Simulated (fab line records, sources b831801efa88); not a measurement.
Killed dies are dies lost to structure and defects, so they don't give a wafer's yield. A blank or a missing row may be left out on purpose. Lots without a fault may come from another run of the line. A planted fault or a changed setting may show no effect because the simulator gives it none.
fab line records | flow gf180mcu
record lots=24 wafers=72 last_day=34
route steps=602 shown VT_IMPLANT@121 SAB@277 V2@404 V4@481 V5@543
lots that met no fault: from a run of the same line without faults
start_h: hours from the record's first day to the start of the lot's first wafer shown | wait_h: hours since the lot's step before | " the same as in the row above | L1.1+2: a row that stands for several wafers | - no value, or no start given | * or withheld: withheld | < > ~ a bound
route shown NAME@n: a module of which the file shows steps, and the number in the route of the first | usual: mean/standard deviation of fault-free wafers | same: alike in all rows | chamber/n: place in a boat | sites: the reading at each site | _std_site: their standard deviation | _edge_site: outer sites' mean less inner sites' | radius_mm: how far each site lies from the wafer's centre | mask NAME#n: copy n | behind: the tool/chamber that last shaped the wafer | hold: why the lot was held/for how many hours/how that ended | device: the transistor (n, p or np) that didn't switch | end of line: the same wafers' tests at the end of the route | a step without rows: its recipe alone | killed: dies lost to structure and defects at the first sort, not the wafer's yield | map: a wafer's dies, x killed, . not, _ none there
set.NAME: the setting as run; set.NAME@STEP: as run at that earlier step | model.NAME: the simulator's own value behind a step, which no gauge read
steps of the route over a sample of lots; a table a step, a row a wafer
services: from which hour (start_h, from the record's first day; less than 0 if before it) a tool's chamber was out of use, for how many hours, and why
## steps
# step GF_VT_IMPLANT_STRIP_31
# recipe chemistry=O2/N2 power_w=1400 pressure_mtorr=1500 platen_temp_c=250 o2_flow_sccm=3000 n2_flow_sccm=300 overash_fraction=0.5
# usual drypump_motor_current_A=5.5/0.36 heater_power_w=319/19 o2_flow_sccm=3000/7.9 oes_product_au=0.716/0.0049 strip_time_to_endpoint_s=12.62/0.033
# columns lot.wafer tool chamber start_h wait_h drypump_motor_current_A heater_power_w o2_flow_sccm oes_product_au rf_hours_counter_h strip_time_to_endpoint_s
L074.2 plasma_asher-02 0 141.15 0.1 5.4 322 2991 0.711 2 12.59
L074.4 " 0 " " 5.4 313 2987 0.715 - 12.58
L074.6 " 0 " " 5.4 319 2987 0.715 - 12.59
L075.3 plasma_asher-03 1 148.44 0.1 6.4 326 3003 0.720 - 12.60
L075.4 " 0 " " 5.7 316 3000 0.725 - 12.59
L075.6 " 1 " " 6.3 326 3004 0.718 - 12.64
L076.1 plasma_asher-01 0 158.20 0.1 5.7 352 3007 0.708 49 12.64
L076.3 " 0 " " 5.7 355 3013 0.719 - 12.63
L076.5 " 1 " " 5.3 332 2987 0.716 - 12.63
L077.4 plasma_asher-02 0 162.60 0.1 5.4 322 3004 0.719 - 12.58
L077.5 " 0 " " 5.4 325 2990 0.720 - 12.60
L077.6 " 1 " " 5.2 291 2992 0.715 - 12.57
L078.2 plasma_asher-02 1 169.55 0.1 5.2 287 2989 0.717 5 12.63
L078.5 " 1 " " 5.2 298 2983 0.715 - 12.64
L078.6 " 0 " " 5.4 321 3008 0.714 - 12.62
L079.1 plasma_asher-02 1 177.60 0.1 5.1 290 3008 0.714 6 12.61
L079.4 " 0 " " 5.4 320 2997 0.721 - 12.56
L079.5 " 1 " " 5.2 289 2997 0.714 - 12.57
L080.2 plasma_asher-02 1 184.36 0.1 5.2 288 3003 0.728 7 12.61
L080.3 " 0 " " 5.4 318 3011 0.716 - 12.58
L080.5 " 0 " " 5.4 323 3005 0.719 - 12.53
L081.1 plasma_asher-01 1 188.35 0.1 5.2 333 3008 0.707 53 12.67
L081.2 " 0 " " 5.7 347 2989 0.708 53 12.68
L081.6 " 1 " " 5.2 341 3007 0.705 - 12.68
L082.3 plasma_asher-02 0 193.88 0.1 5.4 326 3002 0.724 - 12.58
L082.5 " 0 " " 5.4 317 3001 0.718 - 12.64
L082.6 " 1 " " 5.2 292 3001 0.708 - 12.61
L083.2 plasma_asher-03 0 203.20 0.1 5.6 309 2994 0.711 43 12.66
L083.5 " 1 " " 6.3 330 2998 0.716 - 12.69
L083.6 " 0 " " 5.6 319 2995 0.720 - 12.68
L084.1 plasma_asher-01 1 208.75 0.1 5.2 334 3015 0.716 55 12.62
L084.2 " 0 " " 5.7 344 3000 0.724 55 12.65
L084.4 " 0 " " 5.6 342 2991 0.716 - 12.64
L085.2 plasma_asher-01 0 212.70 0.1 5.6 343 2991 0.709 55 12.62
L085.3 " 1 " " 5.3 335 3008 0.719 - 12.64
L085.4 " 0 " " 5.6 357 2997 0.717 - 12.62
L086.1 plasma_asher-03 0 220.91 0.1 5.6 315 3011 0.718 45 12.63
L086.3 " 0 " " 5.7 321 3003 0.715 - 12.65
L086.5 " 0 " " 5.7 324 2992 0.705 - 12.63
L087.1 plasma_asher-03 0 226.75 0.1 5.7 321 3000 0.710 46 12.68
L087.4 " 1 " " 6.3 326 3000 0.712 - 12.63
L087.5 " 1 " " 6.3 341 2999 0.711 - 12.64
L088.2 plasma_asher-02 0 235.40 0.1 5.4 315 2988 0.714 9 12.62
L088.3 " 0 " " 5.4 322 3001 0.709 - 12.59
L088.5 " 1 " " 5.2 295 2996 0.724 - 12.62
L089.2 plasma_asher-01 0 244.55 0.1 5.6 353 3002 0.718 59 12.61
L089.5 " 1 " " 5.2 324 3003 0.714 - 12.63
L089.6 " 0 " " 5.7 346 2997 0.716 - 12.67
L090.1 plasma_asher-02 1 246.65 0.1 5.2 284 3000 0.712 10 12.60
L090.2 " 0 " " 5.4 308 2999 0.719 10 12.56
L090.3 " 1 " " 5.2 295 3004 0.720 - 12.60
L091.2 plasma_asher-02 1 254.20 0.1 5.2 289 2997 0.716 11 12.61
L091.5 " 0 " " 5.4 314 3006 0.713 - 12.60
L091.6 " 1 " " 5.2 290 3007 0.712 - 12.60
L092.3 plasma_asher-03 0 264.39 0.1 5.6 316 3009 0.712 - 12.62
L092.5 " 1 " " 6.3 329 2995 0.726 - 12.58
L092.6 " 0 " " 5.6 318 2999 0.714 - 12.61
L093.1 plasma_asher-01 1 270.66 0.1 5.3 338 3011 0.715 62 12.63
L093.4 " 1 " " 5.2 333 2999 0.726 - 12.58
L093.5 " 1 " " 5.2 321 2998 0.716 - 12.59
L094.1 plasma_asher-02 1 276.11 0.1 5.2 283 2995 0.721 14 12.65
L094.4 " 1 " " 5.2 297 2999 0.711 - 12.58
L094.6 " 1 " " 5.2 286 2996 0.710 - 12.66
L095.2 plasma_asher-02 0 279.40 0.1 5.4 312 2998 0.723 14 12.61
L095.4 " 1 " " 5.2 287 3021 0.717 - 12.56
L095.6 " 0 " " 5.4 319 3005 0.707 - 12.59
L096.2 plasma_asher-03 0 290.50 0.1 5.7 324 2996 0.707 53 12.68
L096.3 " 1 " " 6.4 337 2993 0.713 - 12.65
L096.4 " 0 " " 5.7 313 3001 0.724 - 12.65
L097.2 plasma_asher-01 0 300.16 0.1 5.6 348 3003 0.722 65 12.58
L097.3 " 1 " " 5.3 329 3010 0.712 - 12.62
L097.6 " 0 " " 5.7 348 3007 0.714 - 12.57
# step GF_SAB_STRIP_13
# recipe chemistry=O2/N2 power_w=1400 pressure_mtorr=1500 platen_temp_c=250 o2_flow_sccm=3000 n2_flow_sccm=300 overash_fraction=0.5
# usual drypump_motor_current_A=5.36/0.21 heater_power_w=346/57 o2_flow_sccm=3000/9.2 oes_product_au=0.710/0.0044 strip_time_to_endpoint_s=12.61/0.038
# columns lot.wafer tool chamber start_h wait_h drypump_motor_current_A heater_power_w o2_flow_sccm oes_product_au rf_hours_counter_h strip_time_to_endpoint_s
L074.2 plasma_asher-01 0 339.32 0.0 5.65 342 3010 0.714 69 12.68
L074.4 " 1 " " 5.26 322 2996 0.708 - 12.62
L074.6 " 1 " " 5.26 338 3003 0.705 - 12.67
L075.3 plasma_asher-04 0 348.55 0.0 5.63 312 3010 0.717 - 12.60
L075.4 " 1 " " 5.07 448 3014 0.716 - 12.58
L075.6 " 1 " " 5.09 464 3007 0.709 - 12.61
L076.1 plasma_asher-04 1 366.82 0.0 5.07 448 3024 0.716 72 12.68
L076.3 " 1 " " 5.09 464 3010 0.702 - 12.66
L076.5 " 0 " " 5.67 306 3021 0.714 - 12.70
L077.4 plasma_asher-04 1 369.82 0.0 5.10 463 3003 0.711 - 12.67
L077.5 " 1 " " 5.09 458 2990 0.706 - 12.62
L077.6 " 0 " " 5.66 307 2990 0.713 - 12.66
L078.2 plasma_asher-02 0 377.52 0.0 5.39 317 2989 0.710 24 12.56
L078.5 " 0 " " 5.39 327 2980 0.706 - 12.60
L078.6 " 1 " " 5.24 283 3015 0.716 - 12.61
L079.1 plasma_asher-01 0 387.87 0.0 5.64 354 2999 0.718 74 12.60
L079.4 " 0 " " 5.65 339 2990 0.715 - 12.63
L079.5 " 0 " " 5.65 348 2989 0.707 - 12.62
L080.2 plasma_asher-04 0 396.22 0.0 5.64 308 2999 0.715 75 12.60
L080.3 " 0 " " 5.65 303 2981 0.705 - 12.66
L080.5 " 1 " " 5.08 457 3004 0.713 - 12.63
L081.1 plasma_asher-01 0 404.31 0.0 5.65 358 2990 0.712 76 12.59
L081.2 " 1 " " 5.25 336 3007 0.709 76 12.58
L081.6 " 1 " " 5.25 323 3006 0.712 - 12.60
L082.3 plasma_asher-02 0 408.25 0.0 5.37 319 2996 0.708 - 12.62
L082.5 " 1 " " 5.21 290 2989 0.706 - 12.61
L082.6 " 0 " " 5.36 320 2988 0.707 - 12.69
L083.2 plasma_asher-02 0 423.88 0.0 5.39 315 3005 0.709 29 12.60
L083.5 " 1 " " 5.18 289 3000 0.708 - 12.60
L083.6 " 0 " " 5.40 313 3009 0.713 - 12.61
L085.2 plasma_asher-01 0 434.26 0.0 5.65 376 3012 0.707 0 12.59
L085.3 " 1 " " 5.27 370 3002 0.706 - 12.63
L085.4 " 0 " " 5.64 373 3000 0.710 - 12.55
L084.1 plasma_asher-02 0 435.17 0.0 5.37 318 3008 0.708 31 12.55
L084.2 " 1 " " 5.17 288 3011 0.700 31 12.54
L084.4 " 0 " " 5.37 311 3008 0.708 - 12.53
L086.1 plasma_asher-01 0 449.58 0.0 5.65 372 2997 0.712 2 12.57
L086.3 " 1 " " 5.28 364 2987 0.711 - 12.55
L086.5 " 0 " " 5.63 383 2996 0.702 - 12.57
L087.1 plasma_asher-01 1 456.03 0.0 5.27 360 2998 0.711 3 12.63
L087.4 " 0 " " 5.65 371 2986 0.710 - 12.64
L087.5 " 1 " " 5.27 371 3009 0.710 - 12.64
L088.2 plasma_asher-02 0 465.30 0.0 5.39 325 3001 0.719 34 12.57
L088.3 " 0 " " 5.37 318 3003 0.709 - 12.56
L088.5 " 1 " " 5.20 282 3001 0.713 - 12.63
L089.2 plasma_asher-02 0 475.20 0.0 5.37 319 3004 0.711 35 12.53
L089.5 " 0 " " 5.38 318 2993 0.704 - 12.54
L089.6 " 1 " " 5.23 293 3009 0.710 - 12.56
L090.1 plasma_asher-02 1 475.87 0.0 5.19 293 2984 0.711 35 12.60
L090.2 " 0 " " 5.39 320 2981 0.713 35 12.65
L090.3 " 0 " " 5.38 321 2993 0.716 - 12.61
L091.2 plasma_asher-04 1 492.05 0.0 5.08 451 3010 0.713 82 12.61
L091.5 " 0 " " 5.65 308 3012 0.711 - 12.64
L091.6 " 1 " " 5.08 472 3011 0.706 - 12.56
L092.3 plasma_asher-02 0 505.80 0.0 5.39 328 2998 0.713 - 12.57
L092.5 " 1 " " 5.18 284 3003 0.704 - 12.59
L092.6 " 0 " " 5.39 321 2992 0.711 - 12.60
L093.1 plasma_asher-04 1 516.31 0.0 5.08 463 3003 0.710 84 12.63
L093.4 " 0 " " 5.68 315 3004 0.714 - 12.56
L093.5 " 0 " " 5.65 306 3009 0.703 - 12.60
L094.1 plasma_asher-02 1 518.37 0.0 5.20 293 2997 0.708 39 12.62
L094.4 " 1 " " 5.19 288 3010 0.711 - 12.61
L094.6 " 0 " " 5.38 324 3011 0.713 - 12.61
L095.2 plasma_asher-01 0 522.67 0.0 5.65 379 2995 0.709 11 12.62
L095.4 " 1 " " 5.26 360 2990 0.712 - 12.58
L095.6 " 0 " " 5.66 364 2992 0.711 - 12.58
L096.2 plasma_asher-04 1 536.77 0.0 5.08 453 2992 0.707 86 12.64
L096.3 " 1 " " 5.07 468 2995 0.715 - 12.64
L096.4 " 0 " " 5.67 310 3007 0.719 - 12.61
L097.2 plasma_asher-04 1 546.86 0.0 5.06 452 2999 0.711 88 12.57
L097.3 " 1 " " 5.06 457 3000 0.711 - 12.59
L097.6 " 1 " " 5.05 459 3013 0.711 - 12.60
# step GF_V2_SPUTTER_22
# recipe material=TiN target_thk_nm=10 chamber_pressure_pa=5 power_w=4000 time_s=40
# usual throttle_valve_pct=30.9/1
# same time_s=40
# columns lot.wafer tool chamber start_h wait_h throttle_valve_pct
L074.2 pvd_sputter-03 - 463.56 0.0 28.7
L074.4 " - " " 29.6
L074.6 " - " " 29.6
L075.3 pvd_sputter-03 - 474.56 0.0 32.8
L075.4 " - " " 29.8
L075.6 " - " " 29.6
L076.1 pvd_sputter-02 - 494.80 0.0 31.8
L076.3 " - " " 31.6
L076.5 " - " " 31.5
L077.4 pvd_sputter-01 - 497.03 0.0 31.7
L077.5 " - " " 30.4
L077.6 " - " " 31.5
L078.2 pvd_sputter-01 - 507.04 0.0 30.6
L078.5 " - " " 30.6
L078.6 " - " " 31.0
L079.1 pvd_sputter-02 - 517.00 0.0 31.6
L079.4 " - " " 31.8
L079.5 " - " " 31.8
L080.2 pvd_sputter-02 - 523.84 0.0 31.8
L080.3 " - " " 31.5
L080.5 " - " " 31.6
L081.1 pvd_sputter-02 - 531.48 0.0 31.9
L081.2 " - " " 31.4
L081.6 " - " " 31.7
L082.3 pvd_sputter-02 - 535.36 0.0 32.1
L082.5 " - " " 31.4
L082.6 " - " " 31.3
L083.2 pvd_sputter-01 - 550.25 0.0 30.2
L083.5 " - " " 30.6
L083.6 " - " " 30.3
L085.2 pvd_sputter-01 - 559.76 0.0 31.0
L085.3 " - " " 31.8
L085.4 " - " " 30.5
L084.1 pvd_sputter-03 - 561.71 0.0 32.8
L084.2 " - " " 28.7
L084.4 " - " " 29.8
L086.1 pvd_sputter-01 - 573.10 0.0 31.1
L086.3 " - " " 30.5
L086.5 " - " " 30.5
L087.1 pvd_sputter-01 - 580.46 0.0 30.7
L087.4 " - " " 31.1
L087.5 " - " " 30.4
L088.2 pvd_sputter-02 - 588.31 0.0 31.4
L088.3 " - " " 31.5
L088.5 " - " " 31.7
L089.2 pvd_sputter-02 - 596.65 0.0 31.5
L089.5 " - " " 31.6
L089.6 " - " " 31.9
L090.1 pvd_sputter-02 - 597.93 0.0 31.6
L090.2 " - " " 31.9
L090.3 " - " " 31.4
L091.2 pvd_sputter-03 - 613.24 0.0 29.5
L091.5 " - " " 29.7
L091.6 " - " " 30.0
L092.3 pvd_sputter-03 - 623.92 0.0 29.6
L092.5 " - " " 29.4
L092.6 " - " " 29.9
L093.1 pvd_sputter-01 - 634.50 0.0 31.6
L093.4 " - " " 30.3
L093.5 " - " " 30.8
L094.1 pvd_sputter-03 - 636.97 0.0 30.0
L094.4 " - " " 29.4
L094.6 " - " " 32.9
L095.2 pvd_sputter-01 - 638.30 0.0 30.4
L095.4 " - " " 30.4
L095.6 " - " " 30.6
L096.2 pvd_sputter-01 - 652.12 0.0 30.3
L096.3 " - " " 30.3
L096.4 " - " " 31.7
L097.2 pvd_sputter-03 - 660.33 0.0 33.0
L097.3 " - " " 29.8
L097.6 " - " " 32.8
# step GF_V4_BOW_MEAS_05
# recipe mode=bow
# usual V4_BOW=136/8.6
# columns lot.wafer tool chamber start_h wait_h V4_BOW[um]
L074.2 film_metro-02 - 540.28 0.3 143
L074.4 " - " " 139
L074.6 " - " " 150
L075.3 film_metro-01 - 549.37 0.2 125
L075.4 " - " " 128
L075.6 " - " " 125
L076.1 film_metro-01 - 568.79 0.2 152
L076.3 " - " " 153
L076.5 " - " " 150
L077.4 film_metro-04 - 571.53 0.3 129
L077.5 " - " " 133
L077.6 " - " " 141
L078.2 film_metro-01 - 581.81 0.2 131
L078.5 " - " " 125
L078.6 " - " " 130
L079.1 film_metro-01 - 589.07 0.2 147
L079.4 " - " " 147
L079.5 " - " " 128
L080.2 film_metro-01 - 595.41 0.1 145
L080.3 " - " " 143
L080.5 " - " " 144
L081.1 film_metro-04 - 602.11 0.1 135
L081.2 " - " " 134
L081.6 " - " " 133
L082.3 film_metro-02 - 604.74 0.3 128
L082.5 " - " " 136
L082.6 " - " " 130
L083.2 film_metro-04 - 620.53 0.2 131
L083.5 " - " " 120
L083.6 " - " " 130
L085.2 film_metro-04 - 628.65 0.1 135
L085.3 " - " " 123
L085.4 " - " " 133
L084.1 film_metro-01 - 631.01 0.1 152
L084.2 " - " " 137
L084.4 " - " " 148
L086.1 film_metro-01 - 641.87 0.1 144
L086.3 " - " " 139
L086.5 " - " " 140
L087.1 film_metro-02 - 648.43 0.1 135
L087.4 " - " " 144
L087.5 " - " " 131
L088.2 film_metro-02 - 654.78 0.2 138
L088.3 " - " " 137
L088.5 " - " " 122
L090.1 film_metro-01 - 663.44 0.2 134
L090.2 " - " " 118
L090.3 " - " " 138
L089.2 film_metro-02 - 663.78 0.2 139
L089.5 " - " " 149
L089.6 " - " " 141
L091.2 film_metro-02 - 678.74 0.3 137
L091.5 " - " " 130
L091.6 " - " " 134
L092.3 film_metro-01 - 688.20 0.3 146
L092.5 " - " " 144
L092.6 " - " " 141
L093.1 film_metro-02 - 698.29 0.1 131
L093.4 " - " " 126
L093.5 " - " " 137
L094.1 film_metro-02 - 701.03 0.2 128
L094.4 " - " " 127
L094.6 " - " " 124
L095.2 film_metro-04 - 701.99 0.2 134
L095.4 " - " " 145
L095.6 " - " " 141
L096.2 film_metro-04 - 715.69 0.1 137
L096.3 " - " " 138
L096.4 " - " " 131
L097.2 film_metro-04 - 722.83 0.2 133
L097.3 " - " " 145
L097.6 " - " " 121
# step GF_V5_THK_MEAS_03
# recipe reads=SiO2_of_V5_CVD_02
# usual V5_CVD_02_THK=1452/19
# columns lot.wafer tool chamber start_h wait_h V5_CVD_02_THK[nm]
L074.2 film_metro-03 - 609.35 0.1 1449
L074.4 " - " " 1464
L074.6 " - " " 1470
L075.3 film_metro-01 - 618.02 0.1 1457
L075.4 " - " " 1452
L075.6 " - " " 1481
L076.1 film_metro-01 - 635.52 0.1 1443
L076.3 " - " " 1453
L076.5 " - " " 1459
L077.4 film_metro-02 - 638.08 0.0 1452
L077.5 " - " " 1478
L077.6 " - " " 1454
L078.2 film_metro-03 - 647.78 0.1 1428
L078.5 " - " " 1472
L078.6 " - " " 1459
L079.1 film_metro-01 - 652.86 0.1 1442
L079.4 " - " " 1460
L079.5 " - " " 1449
L080.2 film_metro-01 - 660.89 0.1 1420
L080.3 " - " " 1436
L080.5 " - " " 1436
L081.1 film_metro-03 - 666.31 0.1 1416
L081.2 " - " " 1422
L081.6 " - " " 1464
L082.3 film_metro-03 - 667.89 0.1 1448
L082.5 " - " " 1460
L082.6 " - " " 1462
L083.2 film_metro-01 - 683.60 0.1 1465
L083.5 " - " " 1468
L083.6 " - " " 1468
L085.2 film_metro-02 - 691.03 0.1 1446
L085.3 " - " " 1456
L085.4 " - " " 1484
L084.1 film_metro-02 - 693.70 0.1 1426
L084.2 " - " " 1440
L084.4 " - " " 1473
L086.1 film_metro-02 - 703.55 0.1 1437
L086.3 " - " " 1454
L086.5 " - " " 1472
L087.1 film_metro-01 - 708.31 0.1 1428
L087.4 " - " " 1466
L087.5 " - " " 1452
L088.2 film_metro-03 - 715.49 0.1 1440
L088.3 " - " " 1413
L088.5 " - " " 1432
L090.1 film_metro-03 - 722.92 0.1 1442
L090.2 " - " " 1463
L090.3 " - " " 1439
L089.2 film_metro-01 - 723.77 0.1 1406
L089.5 " - " " 1421
L089.6 " - " " 1453
L091.2 film_metro-03 - 737.16 0.1 1432
L091.5 " - " " 1445
L091.6 " - " " 1447
L092.3 film_metro-02 - 744.88 0.1 1466
L092.5 " - " " 1494
L092.6 " - " " 1488
L093.1 film_metro-01 - 754.55 0.1 1466
L093.4 " - " " 1461
L093.5 " - " " 1466
L094.1 film_metro-03 - 756.88 0.1 1425
L094.4 " - " " 1451
L094.6 " - " " 1473
L095.2 film_metro-01 - 757.67 0.1 1460
L095.4 " - " " 1481
L095.6 " - " " 1472
L096.2 film_metro-02 - 770.52 0.1 1429
L096.3 " - " " 1418
L096.4 " - " " 1427
L097.2 film_metro-03 - 774.78 0.1 1478
L097.3 " - " " 1479
L097.6 " - " " 1479
# step GF_V5_SPUTTER_22
# recipe material=TiN target_thk_nm=10 chamber_pressure_pa=5 power_w=4000 time_s=40
# usual throttle_valve_pct=30.8/1.1
# same time_s=40
# columns lot.wafer tool chamber start_h wait_h throttle_valve_pct
L074.2 pvd_sputter-02 - 631.43 0.0 31.4
L074.4 " - " " 31.9
L074.6 " - " " 32.1
L075.3 pvd_sputter-04 - 639.73 0.0 30.4
L075.4 " - " " 29.8
L075.6 " - " " 30.7
L076.1 pvd_sputter-03 - 656.74 0.0 29.6
L076.3 " - " " 29.7
L076.5 " - " " 28.8
L077.4 pvd_sputter-02 - 659.80 0.0 32.0
L077.5 " - " " 31.8
L077.6 " - " " 31.8
L078.2 pvd_sputter-04 - 669.23 0.0 31.7
L078.5 " - " " 30.5
L078.6 " - " " 30.9
L079.1 pvd_sputter-02 - 673.87 0.0 31.6
L079.4 " - " " 31.7
L079.5 " - " " 31.5
L080.2 pvd_sputter-04 - 681.92 0.0 31.6
L080.3 " - " " 30.4
L080.5 " - " " 29.8
L081.1 pvd_sputter-02 - 686.56 0.0 31.8
L081.2 " - " " 31.8
L081.6 " - " " 31.7
L082.3 pvd_sputter-02 - 689.03 0.0 31.5
L082.5 " - " " 31.9
L082.6 " - " " 31.7
L083.2 pvd_sputter-04 - 703.65 0.0 31.7
L083.5 " - " " 30.0
L083.6 " - " " 31.1
L085.2 pvd_sputter-03 - 710.75 0.0 29.4
L085.3 " - " " 28.8
L085.4 " - " " 32.9
L084.1 pvd_sputter-04 - 713.96 0.0 30.6
L084.2 " - " " 30.5
L084.4 " - " " 30.6
L086.1 pvd_sputter-04 - 722.78 0.0 31.5
L086.3 " - " " 30.5
L086.5 " - " " 31.5
L087.1 pvd_sputter-03 - 727.46 0.0 28.8
L087.4 " - " " 30.0
L087.5 " - " " 29.3
L088.2 pvd_sputter-02 - 734.22 0.0 31.6
L088.3 " - " " 32.0
L088.5 " - " " 31.6
L090.1 pvd_sputter-03 - 742.60 0.0 29.8
L090.2 " - " " 28.6
L090.3 " - " " 32.8
L089.2 pvd_sputter-02 - 743.01 0.0 31.9
L089.5 " - " " 31.6
L089.6 " - " " 32.0
L091.2 pvd_sputter-04 - 755.61 0.0 30.6
L091.5 " - " " 31.5
L091.6 " - " " 30.9
L092.3 pvd_sputter-03 - 763.03 0.0 33.1
L092.5 " - " " 29.7
L092.6 " - " " 32.9
L093.1 pvd_sputter-04 - 772.62 0.0 30.4
L093.4 " - " " 29.4
L093.5 " - " " 29.5
L094.1 pvd_sputter-03 - 773.96 0.0 29.4
L094.4 " - " " 28.7
L094.6 " - " " 28.9
L095.2 pvd_sputter-04 - 775.25 0.0 31.4
L095.4 " - " " 29.6
L095.6 " - " " 30.4
L096.2 pvd_sputter-04 - 786.61 0.0 30.7
L096.3 " - " " 29.6
L096.4 " - " " 31.5
L097.2 pvd_sputter-04 - 791.70 0.0 31.4
L097.3 " - " " 30.4
L097.6 " - " " 29.6
## services
# columns tool chamber start_h hours kind
pvd_sputter-03 - 155.16 3.3 repair
pvd_sputter-03 - 181.36 1.1 repair
plasma_asher-02 - 206.04 25.1 pm
pvd_sputter-03 - 219.65 1.5 repair
pvd_sputter-02 - 229.88 0.7 repair
plasma_asher-01 - 342.22 5.5 repair
pvd_sputter-02 - 390.88 0.5 repair
pvd_sputter-02 - 404.29 1.9 repair
plasma_asher-01 - 406.57 0.9 repair
plasma_asher-01 - 421.25 9.0 pm
plasma_asher-02 - 483.22 2.8 pm
pvd_sputter-03 - 488.68 24.3 repair
pvd_sputter-02 - 543.00 0.6 repair
pvd_sputter-04 - 548.10 1.1 repair
pvd_sputter-03 - 552.84 5.5 repair
pvd_sputter-03 - 650.17 0.8 repair
pvd_sputter-02 - 666.61 5.8 repair
pvd_sputter-03 - 679.61 3.4 repair
pvd_sputter-02 - 699.92 2.6 repair
pvd_sputter-04 - 700.99 1.0 repair
plasma_asher-01 - 703.26 14.6 pm
pvd_sputter-03 - 716.08 1.2 repair
plasma_asher-02 - 723.62 13.5 repair
pvd_sputter-03 - 756.18 4.3 repair
## key
fault none
